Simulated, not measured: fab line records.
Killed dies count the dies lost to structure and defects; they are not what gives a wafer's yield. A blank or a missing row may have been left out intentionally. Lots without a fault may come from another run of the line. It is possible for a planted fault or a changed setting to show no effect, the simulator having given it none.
Problem report, 8D (eight disciplines) form, completed by code | flow sky130 | the parts of the form that need people (team, actions taken, sign-off) are left out

== 1. THE PROBLEM ==
Wafers without a fault read 307 s, standard deviation 3.9; run-length-s at SKY_SONOS_ONO_WET_ETCH_16 reads a mean of 118 s on 6 wafers belonging to 2 lots. Measured from the usual mean, that is -48 standard deviations.
The step: etches SiO2 in dHF, target depth 14 nm, time 280 s.
The first sign was on wafer L180.1 at day 16 23:01, on wet-bench-02. At this step, 18 wafers from 6 lots have a number in the record. Rule for "out" (also "out of limits"): further than 4 standard deviations from the usual mean. The rest of the wafers with a number are treated as sound.

== 2. WHAT THIS IS AND IS NOT ==
question                    | is                     | is not
which readings at this step | run-length-s           | -
which lots                  | L180, L183             | L172, L186, L190, L192
which wafers of those lots  | all that have a number | -
read on which tools         | wet-bench-02           | wet-bench-01, wet-bench-03
when                        | from day 16 23:01      | up to then (3 sound wafers); but 9 sound wafers of L186, L190, L192 came after

== 3. THE SUSPECTS, EACH WITH WHAT RULES IT OUT ==
Counting: a tool at a process step up to the reading stays a suspect if it ran every lot that is out and no sound lot after the first of them.
- wet-bench-02 at SKY_SONOS_ONO_WET_ETCH_16 (etches SiO2 in dHF, target depth 14 nm, time 280 s): ruled out as a lasting fault. The sound lots L190 went through it after L180, its earliest lot that is out (day 16 23:01).
Left after counting: nothing in the record.

== 4. THE CAUSE (what the simulator had put in) ==
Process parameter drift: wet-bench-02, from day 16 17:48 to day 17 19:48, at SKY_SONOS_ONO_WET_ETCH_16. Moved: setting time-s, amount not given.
Counting ruled it out, wrongly.

== 5. SEQUENCE OF EFFECTS, ordered by route ==
Rows list readings where the struck wafers' mean (over those with a number) sits beyond 3 standard deviations from the usual. Scope: only readings with a usual standard deviation given in the record; hours: median across lots of the time from each lot's start at the first step in this table that gives one to its start at this step; sigmas: change in usual standard deviations.
hours | step                      | reading      | usual | on struck wafers | change | sigmas
0     | SKY_SONOS_ONO_WET_ETCH_16 | run-length-s | 307 s | 118              | -188   | -48
Its process steps:
- SKY_SONOS_ONO_WET_ETCH_16: etches SiO2 in dHF, target depth 14 nm, time 280 s.
Later measuring or inspecting steps at which every struck wafer that the step has a row for has a number for every such reading, and none has moved that far: SKY_GATE_OXIDE_THK_MEAS_02, SKY_GATE_OXIDE_OVL_MEAS_10, SKY_GATE_OXIDE_TW_MEAS_14, SKY_POLY_GATE_THK_MEAS_01.

== 6. HOW IT WOULD HAVE BEEN CAUGHT EARLIER ==
The fault began at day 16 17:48; the first out-of-limits reading in this record came at day 16 23:01, 5 hours later.
